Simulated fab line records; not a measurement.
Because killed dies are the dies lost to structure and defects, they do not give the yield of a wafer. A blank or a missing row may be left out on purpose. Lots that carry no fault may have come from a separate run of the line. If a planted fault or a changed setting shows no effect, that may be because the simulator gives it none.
Problem report in the 8D (eight disciplines) form, filled by code :: flow sky130 :: the parts of the form that need people (team, actions taken, sign-off) are left out

== 1. PROBLEM STATEMENT ==
NWELL_RS at SKY_NWELL_RS_MEAS_29 reads a mean of 616.5 ohm/sq on 6 wafers of 2 lots; wafers without a fault read 624.7 ohm/sq with a standard deviation of 1.5. Relative to the usual mean, that is a shift of -5.5 standard deviations.
The step: measures by four-point-probe.
The first sign was on wafer L746.1 at day 11 04:19, on film-metro-01. Wafers with a number at this step in the record: 36, from 12 lots. Rule for "out", or "out of limits": more than 4 standard deviations from the usual mean. All remaining wafers that have a number are taken as sound.

== 2. WHAT IT IS AND WHAT IT IS NOT ==
question: which readings at this step
is: NWELL_RS
is not: -

question: which lots
is: L746, L747
is not: L728, L730, L731, L732, L733, L734, L736, L737, L738, L741

question: which wafers of those lots
is: all that have a number
is not: -

question: read on which gauges
is: film-metro-01
is not: film-metro-02, film-metro-03

question: when
is: from day 11 04:19
is not: up to then (30 sound wafers)

== 3. SUSPECTS, AND WHAT RULES EACH OUT ==
Counting: a tool at a process step up to the reading stays a suspect if it ran every lot that is out and no sound lot after the first of them.
- ruled out: the gauge at SKY_NWELL_RS_MEAS_29. All the wafers that are out were read on film-metro-01, but those of them that SKY_NWELL_IMPLANT_11 has rows for are out there too, on other tools.
- plasma-asher-03 at SKY_DNWELL_STRIP_08 (strips in O2/N2): kept. It processed each lot that is out, first L746 at day 8 06:56, and no sound lot thereafter; up to then, the last sound lot it processed was L736 at day 6 04:38.
- implanter-02 at SKY_NWELL_IMPLANT_11: kept. It processed each lot that is out, first L746 at day 10 03:46, and no sound lot thereafter; up to then, the last sound lot it processed was L741 at day 8 17:52. Its own readings are out on those wafers: dose-ions-cm2.
What counting leaves: plasma-asher-03 at SKY_DNWELL_STRIP_08 and implanter-02 at SKY_NWELL_IMPLANT_11.

== 4. THE CAUSE (what the simulator had put in) ==
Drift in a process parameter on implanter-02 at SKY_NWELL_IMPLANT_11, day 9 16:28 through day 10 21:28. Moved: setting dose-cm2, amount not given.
This tool is one of the 2 suspects left after counting.

== 5. THE CHAIN OF EFFECTS, in route order ==
Rows list readings where the struck wafers' mean (over those with a number) sits beyond 3 standard deviations from the usual. Readings are gone through only where the record gives a usual standard deviation; hours: the median, over the lots, of the time from a lot's start at the first step in this table giving one to that lot's start at this step; sigmas: the change measured in usual standard deviations.
hours: 0
step: SKY_NWELL_IMPLANT_11
reading: dose-ions-cm2
usual: 1.9e+13
on struck wafers: 1.9e+13
change: +3.6e+11
sigmas: +17

hours: 24
step: SKY_NWELL_RS_MEAS_29
reading: NWELL_RS
usual: 624.7 ohm/sq
on struck wafers: 616.5
change: -8.2
sigmas: -5.5
The process steps in it:
- SKY_NWELL_IMPLANT_11

== 6. WHAT WOULD HAVE CAUGHT IT SOONER ==
In this record the first reading out of limits at a measuring or inspecting step was taken at day 11 04:19, 36 hours after the fault began at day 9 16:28.
Tool's own readings at SKY_NWELL_IMPLANT_11, dose-ions-cm2: out on all struck wafers the step has rows for; an alarm limit on them would have tripped on the first.
By day 11 04:19 the whole set of lots that are out, 2 in number, had already begun SKY_NWELL_IMPLANT_11 on implanter-02. Tool hold at that time: it would have spared none of them.
